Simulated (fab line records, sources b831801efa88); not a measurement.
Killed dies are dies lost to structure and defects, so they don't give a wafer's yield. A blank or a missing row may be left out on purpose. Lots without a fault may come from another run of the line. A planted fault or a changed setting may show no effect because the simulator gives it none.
Chamber matching | flow gf180mcu | GF_CONTACT_CMP_04 on cmp-01: 4 sister chambers
The step polishes SiO2. 14 wafers are shown with their chamber, then 7 later ones without.

WAFERS WITH THEIR CHAMBER
wafer  | chamber | motor_current_A (A) | time_to_endpoint_s (s) | slurry_flow_ml_min
L170.4 | 2       | 12.6                | 116                    | 149.5
L170.5 | 0       | 11.8                | 114                    | 149.9
L170.6 | 3       | 11.8                | 124                    | 149.6
L176.1 | 1       | 13.7                | 101                    | 151.0
L176.3 | 3       | 11.5                | 101                    | 150.8
L176.6 | 0       | 11.6                | 113                    | 150.1
L177.1 | 0       | 12.4                | 97                     | 150.3
L177.2 | 3       | 11.2                | 109                    | 149.9
L177.5 | 1       | 14.2                | 110                    | 149.9
L178.1 | 3       | 11.6                | 111                    | 150.2
L178.4 | 1       | 13.9                | 108                    | 150.4
L178.5 | 2       | 13.0                | 118                    | 150.5
L179.1 | 2       | 12.9                | 116                    | 150.0
L179.3 | 1       | 13.7                | 112                    | 149.5

SIGNATURES (means of the wafers above)
reading            | chamber 0 | chamber 1 | chamber 2 | chamber 3 | scatter within a chamber
motor_current_A    | 11.933    | 13.875    | 12.833    | 11.525    | 0.281
time_to_endpoint_s | 108.00    | 107.75    | 116.67    | 111.25    | 7.25
slurry_flow_ml_min | 150.100   | 150.200   | 150.000   | 150.125   | 0.513
Rule: a wafer's distance from a chamber is the root of the sum, over the readings, of the square of ((its reading less the chamber's mean) divided by the reading's scatter). The wafer belongs to the nearest chamber; if the next one is less than 2 further off, it can't be placed. The scatter: the root of (the sum of the squares of (reading less its chamber's mean) over the shown wafers, divided by (wafers less chambers)).

WAFERS WITHOUT THEIR CHAMBER
wafer  | motor_current_A (A) | time_to_endpoint_s (s) | slurry_flow_ml_min
L179.6 | 13.5                | 114                    | 150.3
L182.2 | 12.0                | 115                    | 150.3
L182.5 | 12.7                | 124                    | 150.1
L182.6 | 11.0                | 119                    | 149.6
L190.1 | 11.4                | 110                    | 149.2
L190.2 | 11.4                | 113                    | 150.4
L190.3 | 13.1                | 111                    | 149.7

WHICH CHAMBER EACH WENT THROUGH
wafer  | from the rows above          | in truth
L179.6 | can't be placed: 1 or 2      | 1
L182.2 | can't be placed: 0 or 3 or 2 | 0
L182.5 | 2                            | 2
L182.6 | can't be placed: 3 or 0      | 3
L190.1 | can't be placed: 3 or 0      | 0
L190.2 | can't be placed: 3 or 0      | 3
L190.3 | can't be placed: 2 or 1      | 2
Placed correctly: 1 of 7. Can't be placed from these rows: 6 (the true chamber is among the candidates in 6). Placed wrongly: 0.
